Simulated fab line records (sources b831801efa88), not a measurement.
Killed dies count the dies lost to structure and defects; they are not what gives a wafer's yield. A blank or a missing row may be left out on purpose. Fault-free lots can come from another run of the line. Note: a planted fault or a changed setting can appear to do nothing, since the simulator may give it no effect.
Problem report, 8D (eight disciplines) form, completed by code | flow sfqLine | the parts of the form that need people (team, actions taken, sign-off) are left out

## 1. WHAT IS WRONG
timeToEndpointS at SFQ_TRILAYER_I1_CMP_CMP_046 reads a mean of 115 s on 3 wafers of 2 lots; wafers without a fault read 217 s with a standard deviation of 6.7. Measured from the usual mean, that is -15 standard deviations.
The step: polishes SiO2.
First observed at day 26 22:21: wafer L406.3, on cmp-02. Wafers with a number at this step in the record: 42, from 14 lots. Rule for "out" (also "out of limits"): further than 4 standard deviations from the usual mean. Any other wafer with a number is counted as sound.

## 2. WHAT IT IS, WHAT IT ISN'T
question                    | is                     | is not
which readings at this step | timeToEndpointS        | -
which lots                  | L406, L409             | L395, L396, L397, L398, L400, L401, L407, L410, L411, L413, L415, L417
which wafers of those lots  | L406.3, L409.1, L409.3 | L406.4, L406.5, L409.4
read on which tools         | cmp-02                 | cmp-01
when                        | from day 26 22:21      | up to then (19 sound wafers); but 20 sound wafers of L406, L407, L409, L410, L411, L413, L415, L417 came after

## 3. THE SUSPECTS, EACH WITH WHAT RULES IT OUT
Counting: a tool at a process step up to the reading stays a suspect if it ran every lot that is out. Sound lots after the first of them don't rule it out here, since some wafers of a struck lot are sound.
- cmp-02 at SFQ_TRILAYER_I1_CMP_CMP_046 (polishes SiO2): kept. Ran every lot that is out, first one L406 (day 26 22:21); last sound lot up to then L400 (day 23 10:58). Out on those wafers are its own readings of timeToEndpointS.
Remaining after the count: cmp-02 at SFQ_TRILAYER_I1_CMP_CMP_046.

## 4. THE CAUSE (what the simulator had put in)
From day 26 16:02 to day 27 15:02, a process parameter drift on cmp-02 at SFQ_TRILAYER_I1_CMP_CMP_046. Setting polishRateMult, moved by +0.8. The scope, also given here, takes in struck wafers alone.
This tool alone remained once counting was done.

## 5. THE CHAIN OF EFFECTS, in route order
One row per reading whose mean, taken over the struck wafers that have a number, lies over 3 standard deviations from the usual. Only readings for which the record gives a usual standard deviation are gone through. hours: the time from each lot's start at the first step in this table that gives one to its start at this step, as a median over the lots. sigmas: the change in usual standard deviations.
hours | step                        | reading         | usual | on struck wafers | change | sigmas
0     | SFQ_TRILAYER_I1_CMP_CMP_046 | timeToEndpointS | 217 s | 115              | -102   | -15
It contains these process steps:
- SFQ_TRILAYER_I1_CMP_CMP_046: polishes SiO2.

## 6. WHAT WOULD HAVE CAUGHT IT SOONER
6 hours passed between the start of the fault at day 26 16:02 and the first reading out of limits in this record, taken at day 26 22:21.
